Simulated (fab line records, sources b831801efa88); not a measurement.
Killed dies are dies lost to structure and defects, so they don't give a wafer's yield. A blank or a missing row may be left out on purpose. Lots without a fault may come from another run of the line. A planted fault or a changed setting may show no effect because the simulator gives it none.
fab line records | flow sfq_line
record lots=6 wafers=18 last_day=95
route steps=325 shown I1@84 M2@88
lots that met no fault: from a run of the same line without faults
start_h: hours from the record's first day to the start of the lot's first wafer shown | wait_h: hours since the lot's step before | " the same as in the row above | L1.1+2: a row that stands for several wafers | - no value, or no start given | * or withheld: withheld | < > ~ a bound
route shown NAME@n: a module of which the file shows steps, and the number in the route of the first | usual: mean/standard deviation of fault-free wafers | same: alike in all rows | chamber/n: place in a boat | sites: the reading at each site | _std_site: their standard deviation | _edge_site: outer sites' mean less inner sites' | radius_mm: how far each site lies from the wafer's centre | mask NAME#n: copy n | behind: the tool/chamber that last shaped the wafer | hold: why the lot was held/for how many hours/how that ended | device: the transistor (n, p or np) that didn't switch | end of line: the same wafers' tests at the end of the route | a step without rows: its recipe alone | killed: dies lost to structure and defects at the first sort, not the wafer's yield | map: a wafer's dies, x killed, . not, _ none there
set.NAME: the setting as run; set.NAME@STEP: as run at that earlier step | model.NAME: the simulator's own value behind a step, which no gauge read
lots at some steps of the route; a table a step, a row a wafer
services: from which hour (start_h, from the record's first day; less than 0 if before it) a tool's chamber was out of use, for how many hours, and why
## steps
# step SFQ_TRILAYER_I1_VIA_BARC_OPEN_VIA_ETCH_071
# recipe mask_material=PR chemistry=O2 target_depth_nm=125 target=BARC source_w=500 bias_w=80 pressure_mtorr=30 time_s=41.7
# usual drypump_motor_current_A=5.6/0.52 oes_product_au=0.686/0.0048
# columns lot.wafer tool chamber start_h wait_h drypump_motor_current_A oes_product_au rf_hours_counter_h
L415.1 rie_diel-01 0 575.62 0.0 5.4 0.685 39
L415.2 " 3 " " 5.7 0.687 15
L415.5 " 2 " " 6.0 0.684 -
L417.2 rie_diel-04 0 579.22 0.0 6.5 0.687 3
L417.3 " 1 " " 5.6 0.688 79
L417.5 " 2 " " 4.7 0.683 -
L432.2 rie_diel-04 0 623.30 0.0 6.5 0.684 4
L432.3 " 3 " " 4.9 0.691 7
L432.4 " 2 " " 4.7 0.685 -
L433.3 rie_diel-03 1 624.50 0.0 5.7 0.689 70
L433.4 " 3 " " 5.9 0.686 10
L433.6 " 0 " " 5.7 0.688 -
L436.1 rie_diel-01 1 939.76 0.0 5.3 0.679 2
L436.2 " 0 " " 5.4 0.691 2
L436.5 " 1 " " 5.3 0.695 -
L437.2 rie_diel-04 2 950.56 0.0 4.7 0.687 9
L437.4 " 1 " " 5.6 0.698 5
L437.5 " 3 " " 4.9 0.683 -
# step SFQ_TRILAYER_I1_VIA_ETCH_VIA_ETCH_052
# recipe target=SiO2 stop_on=Nb mask_material=PR taper_deg=20 chemistry=CHF3 target_depth_nm=260 source_w=500 bias_w=80 pressure_mtorr=30 time_s=withheld
# usual drypump_motor_current_A=5.6/0.52 oes_product_au=0.854/0.0058
# columns lot.wafer tool chamber start_h wait_h drypump_motor_current_A oes_product_au
L415.1 rie_diel-01 0 575.66 0.0 5.4 0.852
L415.2 " 3 " " 5.7 0.857
L415.5 " 2 " " 6.0 0.857
L417.2 rie_diel-04 0 579.26 0.0 6.6 0.858
L417.3 " 1 " " 5.6 0.852
L417.5 " 2 " " 4.7 0.855
L432.2 rie_diel-04 0 623.34 0.0 6.6 0.859
L432.3 " 3 " " 4.9 0.850
L432.4 " 2 " " 4.7 0.850
L433.3 rie_diel-03 1 624.54 0.0 5.7 0.852
L433.4 " 3 " " 5.9 0.859
L433.6 " 0 " " 5.6 0.856
L436.1 rie_diel-01 1 939.80 0.0 5.3 0.846
L436.2 " 0 " " 5.4 0.855
L436.5 " 1 " " 5.3 0.850
L437.2 rie_diel-04 2 950.60 0.0 4.7 0.853
L437.4 " 1 " " 5.6 0.856
L437.5 " 3 " " 5.0 0.844
# step SFQ_TRILAYER_I1_VIA_STRIP_STRIP_053
# recipe gas=O2 power_w=200 platen_temp_c=40 overash_fraction=0.65 chemistry=O2 pressure_mtorr=50
# usual drypump_motor_current_A=5.8/0.31 oes_product_au=1.004/0.0074
# columns lot.wafer tool chamber start_h wait_h drypump_motor_current_A oes_product_au rf_hours_counter_h
L415.1 rie_metal-02 0 575.78 - 5.4 1.008 54
L415.2 " 0 " " 5.4 1.008 -
L415.5 " 0 " " 5.4 1.010 -
L417.2 rie_metal-02 0 579.38 - 5.4 1.007 54
L417.3 " 1 " " 6.2 1.006 -
L417.5 " 1 " " 6.3 1.005 -
L432.2 rie_metal-01 1 623.45 - 5.5 0.997 93
L432.3 " 1 " " 5.5 1.003 -
L432.4 " 0 " " 5.9 0.995 -
L433.3 rie_metal-02 0 624.85 - 5.4 1.010 -
L433.4 " 1 " " 6.2 1.014 -
L433.6 " 1 " " 6.2 1.001 -
L436.1 rie_metal-04 1 939.91 - 6.0 1.010 18
L436.2 " 0 " " 6.2 1.010 135
L436.5 " 1 " " 6.0 1.012 -
L437.2 rie_metal-01 0 950.91 - 5.9 1.004 -
L437.4 " 0 " " 5.8 0.988 -
L437.5 " 0 " " 5.9 0.994 -
# step SFQ_TRILAYER_I1_VIA_STRIP_SOLV_CLEAN_054
# recipe chemistry=NMP temp_c=70 time_s=600
# step SFQ_TRILAYER_M2_DEP_PRE_CLEAN_056
# recipe gas=Ar time_s=22.5 bias_v=250
# step SFQ_TRILAYER_M2_DEP_SPUTTER_055
# recipe material=Nb base_pressure_pa=1.33e-06 chamber_pressure_pa=0.1333 substrate_temp_c=20 resputter_cathode_voltage_v=400 target_thk_nm=200 power_w=2000 time_s=133.3
# usual cathode_dc_power_W=2000.0/0.35 throttle_valve_pct=30.4/1.1
# columns lot.wafer tool chamber start_h wait_h cathode_dc_power_W throttle_valve_pct
L415.1 pvd_sputter-03 - 577.18 0.0 2000.3 29.4
L415.2 " - " " 2000.0 31.1
L415.5 " - " " 1999.6 31.2
L417.2 pvd_sputter-03 - 580.18 0.0 1999.7 30.6
L417.3 " - " " 2000.1 31.4
L417.5 " - " " 1999.7 30.4
L432.2 pvd_sputter-03 - 624.26 0.0 1999.6 30.3
L432.3 " - " " 2000.7 28.3
L432.4 " - " " 1999.3 31.2
L433.3 pvd_sputter-04 - 625.46 0.0 2000.0 31.1
L433.4 " - " " 1999.3 30.7
L433.6 " - " " 2000.1 31.4
L436.1 pvd_sputter-05 - 940.72 0.0 2000.4 26.7
L436.2 " - " " 1999.5 29.8
L436.5 " - " " 2000.2 30.2
L437.2 pvd_sputter-04 - 952.12 0.0 1999.9 31.1
L437.4 " - " " 1999.6 31.4
L437.5 " - " " 2000.2 30.7
# step SFQ_M2_RS_MEAS_914
# recipe thk_meas_gauge=four-point-probe reads=Nb_of_TRILAYER_M2_DEP_SPUTTER_055
# usual M2_NB_RS=0.886/0.0087
# columns lot.wafer tool chamber start_h wait_h M2_NB_RS[ohm/sq]
L415.1 film_metro-03 - 577.27 0.0 0.885
L415.2 " - " " 0.886
L415.5 " - " " 0.896
L417.2 film_metro-03 - 580.29 0.1 0.889
L417.3 " - " " 0.892
L417.5 " - " " 0.887
L432.2 film_metro-03 - 624.37 0.1 0.903
L432.3 " - " " 0.894
L432.4 " - " " 0.902
L433.3 film_metro-04 - 625.59 0.1 0.888
L433.4 " - " " 0.876
L433.6 " - " " 0.887
L436.1 film_metro-03 - 940.81 0.0 0.895
L436.2 " - " " 0.899
L436.5 " - " " 0.895
L437.2 film_metro-03 - 952.23 0.1 0.891
L437.4 " - " " 0.883
L437.5 " - " " 0.895
# step SFQ_TRILAYER_M2_LITHO_COAT_062
# recipe resist=BARC spin_rpm=3000 resist_thk_nm=62
# step SFQ_TRILAYER_M2_LITHO_COAT_057
# recipe resist=KrF spin_rpm=3000 resist_thk_nm=600
# step SFQ_TRILAYER_M2_LITHO_SOFTBAKE_061
# recipe temp_c=withheld time_s=withheld resist=KrF
# step SFQ_TRILAYER_M2_LITHO_EXPOSE_058
# recipe mask_id=M2 na=0.6 source_shape=conventional sigma_outer=0.65 target_cd_nm=500 dose_mj=14.4
# step SFQ_TRILAYER_M2_LITHO_PEB_060
# recipe peb_temp_c=115 peb_time_s=60 resist=KrF
# usual heater_power_total_W=79.15/0.067
# columns lot.wafer tool chamber start_h wait_h heater_power_total_W
L415.1 litho_track-01 0 749.80 1.0 79.15
L415.2 " 0 " " 79.21
L415.5 " 0 " " 79.10
L417.2 litho_track-04 0 754.63 0.8 79.16
L417.3 " 0 " " 79.18
L417.5 " 0 " " 79.22
L432.2 litho_track-01 0 784.43 0.8 81.29
L432.3 " 0 " " 79.18
L432.4 " 0 " " 81.25
L433.3 litho_track-01 0 785.65 0.7 79.13
L433.4 " 0 " " 81.29
L433.6 " 0 " " 79.12
L436.1 litho_track-02 0 952.03 1.0 79.12
L436.2 " 0 " " 79.16
L436.5 " 0 " " 79.14
L437.2 litho_track-01 0 976.05 0.8 79.00
L437.4 " 0 " " 79.19
L437.5 " 0 " " 79.19
# step SFQ_TRILAYER_M2_LITHO_DEVELOP_059
# recipe time_s=60 resist=KrF
# step SFQ_M2_OVL_MEAS_916
# usual M2_OVL=4/5.3
# columns lot.wafer tool chamber start_h wait_h M2_OVL[nm]
L415.1 overlay-01 - 750.10 0.1 8
L415.2 " - " " 1
L415.5 " - " " 5
L417.2 overlay-01 - 754.91 0.1 11
L417.3 " - " " 13
L417.5 " - " " 14
L432.2 overlay-01 - 784.71 0.1 6
L432.3 " - " " -2
L432.4 " - " " 4
L433.3 overlay-01 - 785.91 0.1 9
L433.4 " - " " 3
L433.6 " - " " -3
L436.1 overlay-01 - 952.33 0.1 10
L436.2 " - " " 7
L436.5 " - " " 9
L437.2 overlay-02 - 976.34 0.1 10
L437.4 " - " " 4
L437.5 " - " " 0
# step SFQ_TRILAYER_M2_BARC_OPEN_METAL_ETCH_077
# recipe mask_material=PR chemistry=O2 target_depth_nm=125 target=BARC icp_w=600 bias_w=80 pressure_mtorr=10 time_s=41.7
# usual drypump_motor_current_A=5.7/0.42 oes_product_au=0.685/0.0047
# columns lot.wafer tool chamber start_h wait_h drypump_motor_current_A oes_product_au rf_hours_counter_h model.M2.cd_nm
L415.1 rie_metal-02 1 750.14 0.0 6.2 0.686 22 500.8
L415.2 " 0 " " 5.4 0.682 75 503.2
L415.5 " 1 " " 6.3 0.681 - 500.4
L417.2 rie_metal-04 1 754.94 0.0 6.0 0.691 131 502.5
L417.3 " 0 " " 6.2 0.683 - 502.5
L417.5 " 1 " " 6.0 0.687 - 502.8
L432.2 rie_metal-04 1 784.74 0.0 6.1 0.678 136 513
L432.3 " 1 " " 6.1 0.686 - 499.8
L432.4 " 0 " " 6.2 0.682 - 513
L433.3 rie_metal-03 0 785.96 0.0 5.4 0.694 - 498.9
L433.4 " 1 " " 5.3 0.680 - 510.3
L433.6 " 0 " " 5.4 0.684 - 500
L436.1 rie_metal-02 1 952.37 0.0 6.2 0.693 51 499.5
L436.2 " 0 " " 5.4 0.680 110 501.3
L436.5 " 1 " " 6.3 0.688 - 500.4
L437.2 rie_metal-03 0 976.37 0.0 5.3 0.687 84 500.2
L437.4 " 1 " " 5.3 0.679 - 498.6
L437.5 " 0 " " 5.3 0.682 - 499.7
# step SFQ_TRILAYER_M2_ETCH_METAL_ETCH_060
# recipe target=Nb stop_on=SiO2 mask_material=PR chemistry=Cl2/Ar target_depth_nm=240 icp_w=600 bias_w=80 pressure_mtorr=10 time_s=120
# usual drypump_motor_current_A=5.7/0.42 oes_product_au=0.897/0.0066
# columns lot.wafer tool chamber start_h wait_h drypump_motor_current_A oes_product_au rf_hours_counter_h model.M2.cd_nm
L415.1 rie_metal-02 1 750.20 0.0 6.2 0.891 22 503.5
L415.2 " 0 " " 5.4 0.895 75 501.9
L415.5 " 1 " " 6.3 0.896 - 503.9
L417.2 rie_metal-04 1 755.00 0.0 6.1 0.896 131 503.6
L417.3 " 0 " " 6.2 0.898 - 505.2
L417.5 " 1 " " 6.1 0.898 - 504.5
L432.2 rie_metal-04 1 784.80 0.0 6.1 0.889 136 513.8
L432.3 " 1 " " 6.1 0.891 - 499.4
L432.4 " 0 " " 6.2 0.893 - 514.4
L433.3 rie_metal-03 0 786.04 0.1 5.3 0.897 - 496.4
L433.4 " 1 " " 5.3 0.899 - 506.6
L433.6 " 0 " " 5.3 0.895 - 497.3
L436.1 rie_metal-02 1 952.43 0.0 6.2 0.894 52 500.5
L436.2 " 0 " " 5.4 0.886 110 500.6
L436.5 " 1 " " 6.2 0.895 - 502.4
L437.2 rie_metal-03 0 976.43 0.0 5.4 0.892 84 498.6
L437.4 " 1 " " 5.3 0.898 - 497.1
L437.5 " 0 " " 5.4 0.892 - 498.2
# step SFQ_TRILAYER_M2_STRIP_STRIP_061
# recipe gas=O2 power_w=200 platen_temp_c=40 overash_fraction=0.65 chemistry=O2 pressure_mtorr=50
# usual drypump_motor_current_A=5.7/0.42 oes_product_au=1.005/0.0087
# columns lot.wafer tool chamber start_h wait_h drypump_motor_current_A oes_product_au rf_hours_counter_h
L415.1 rie_metal-02 1 750.32 0.1 6.2 1.007 22
L415.2 " 0 " " 5.4 1.014 75
L415.5 " 1 " " 6.2 1.016 -
L417.2 rie_metal-04 1 755.12 0.1 6.1 1.005 131
L417.3 " 0 " " 6.2 1.002 -
L417.5 " 1 " " 6.1 1.005 -
L432.2 rie_metal-04 1 784.92 0.1 6.1 0.995 137
L432.3 " 1 " " 6.0 0.988 -
L432.4 " 0 " " 6.2 1.014 -
L433.3 rie_metal-03 0 786.32 0.2 5.4 1.025 -
L433.4 " 1 " " 5.3 1.009 -
L433.6 " 0 " " 5.4 1.021 -
L436.1 rie_metal-02 1 952.55 0.1 6.2 1.004 52
L436.2 " 0 " " 5.4 1.010 110
L436.5 " 1 " " 6.2 1.000 -
L437.2 rie_metal-03 0 976.55 0.1 5.4 1.006 84
L437.4 " 1 " " 5.3 1.011 -
L437.5 " 0 " " 5.3 1.012 -
## services
# columns tool chamber start_h hours kind
rie_metal-03 1 555.94 14.2 repair
rie_diel-01 2 557.43 1.7 repair
rie_diel-01 3 572.46 1.4 repair
rie_metal-02 1 572.53 6.3 repair
rie_metal-03 0 618.72 2.1 repair
rie_metal-03 - 647.86 1.4 pm
rie_metal-04 0 657.09 4.5 repair
rie_diel-01 0 663.20 9.9 repair
rie_metal-03 - 695.96 0.4 repair
rie_metal-03 0 704.17 59.2 repair
rie_diel-04 3 708.10 5.6 repair
rie_diel-04 3 756.06 3.4 repair
rie_diel-01 1 773.71 2.6 repair
rie_metal-02 - 790.26 0.8 repair
rie_diel-04 - 813.94 0.4 repair
rie_metal-03 0 819.71 21.8 repair
rie_diel-04 3 835.64 7.0 repair
rie_metal-02 1 837.73 16.1 repair
rie_diel-04 0 844.36 5.2 repair
rie_metal-03 0 867.72 4.5 repair
rie_metal-04 0 871.60 8.3 repair
rie_metal-02 1 885.18 5.5 repair
rie_diel-04 2 915.97 9.5 repair
rie_diel-04 - 974.12 2.8 pm
## key
first_sign step=SFQ_TRILAYER_M2_LITHO_PEB_060 reading=heater_power_total_W direction=up sigmas=32 usual=79.15 struck=81.28
effect none on later readings
model_effect step=SFQ_TRILAYER_M2_BARC_OPEN_METAL_ETCH_077 value=M2.cd_nm without=500.4 struck=512.1
model_effect step=SFQ_TRILAYER_M2_ETCH_METAL_ETCH_060 value=M2.cd_nm without=499.9 struck=511.6
met_at SFQ_TRILAYER_M2_LITHO_PEB_060
struck_wafers L432.2,L432.4,L433.4
onset_between 749.80 784.43
fault kind=process_parameter_drift tool=litho_track-01 chamber=- onset_h=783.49 steps=SFQ_TRILAYER_M2_LITHO_PEB_060 channel=peb_time_s offset=* shape=step end_h=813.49 scope=struck_wafers_only acts_in=* stated=*
